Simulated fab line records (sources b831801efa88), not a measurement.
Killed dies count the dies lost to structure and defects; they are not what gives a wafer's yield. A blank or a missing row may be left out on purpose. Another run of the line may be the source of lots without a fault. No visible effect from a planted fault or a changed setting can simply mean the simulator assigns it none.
Chamber matching / flow sky130 / pecvd-03 running SKY_CAPM_CVD_00: 3 sister chambers
The step deposits SiO2, target thk 15.5 nm. 6 wafers are shown with their chamber, then 10 later ones without.

WAFERS WITH THEIR CHAMBER
wafer=L082.2; chamber=1; heater power outer w (W)=362; heater power w (W)=654
wafer=L082.3; chamber=0; heater power outer w (W)=476; heater power w (W)=775
wafer=L087.2; chamber=1; heater power outer w (W)=376; heater power w (W)=664
wafer=L087.6; chamber=0; heater power outer w (W)=437; heater power w (W)=712
wafer=L085.2; chamber=2; heater power outer w (W)=362; heater power w (W)=651
wafer=L085.4; chamber=2; heater power outer w (W)=380; heater power w (W)=643

WAFERS WHOSE CHAMBER IS MISSING
wafer=L085.6; heater power outer w (W)=415; heater power w (W)=712
wafer=L090.1; heater power outer w (W)=430; heater power w (W)=751
wafer=L090.5; heater power outer w (W)=394; heater power w (W)=644
wafer=L090.6; heater power outer w (W)=380; heater power w (W)=658
wafer=L096.2; heater power outer w (W)=453; heater power w (W)=726
wafer=L096.4; heater power outer w (W)=430; heater power w (W)=742
wafer=L096.5; heater power outer w (W)=378; heater power w (W)=650
wafer=L092.3; heater power outer w (W)=470; heater power w (W)=731
wafer=L092.4; heater power outer w (W)=477; heater power w (W)=764
wafer=L092.5; heater power outer w (W)=387; heater power w (W)=698

THE CHAMBER EACH PASSED THROUGH
wafer=L085.6; from the rows above=can't be placed: 0 or 1 or 2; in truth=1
wafer=L090.1; from the rows above=0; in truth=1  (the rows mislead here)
wafer=L090.5; from the rows above=can't be placed: 2 or 1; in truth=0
wafer=L090.6; from the rows above=can't be placed: 1 or 2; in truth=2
wafer=L096.2; from the rows above=0; in truth=0
wafer=L096.4; from the rows above=0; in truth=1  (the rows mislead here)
wafer=L096.5; from the rows above=can't be placed: 2 or 1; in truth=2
wafer=L092.3; from the rows above=0; in truth=0
wafer=L092.4; from the rows above=0; in truth=0
wafer=L092.5; from the rows above=can't be placed: 1 or 2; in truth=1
Placed correctly: 3 of 10. Can't be placed from these rows: 5 (the true chamber is among the candidates in 4). Number placed wrongly: 2.
How it was worked out, from the rows above alone: a wafer's distance from a chamber is the root of the sum, over the readings, of the square of ((its reading less the chamber's mean) divided by the reading's scatter). The wafer belongs to the nearest chamber; if the next one is less than 2 further off, it can't be placed. Each chamber's mean is taken over the wafers shown for it. The scatter: the root of (the sum of the squares of (reading less its chamber's mean) over the shown wafers, divided by (wafers less chambers)).
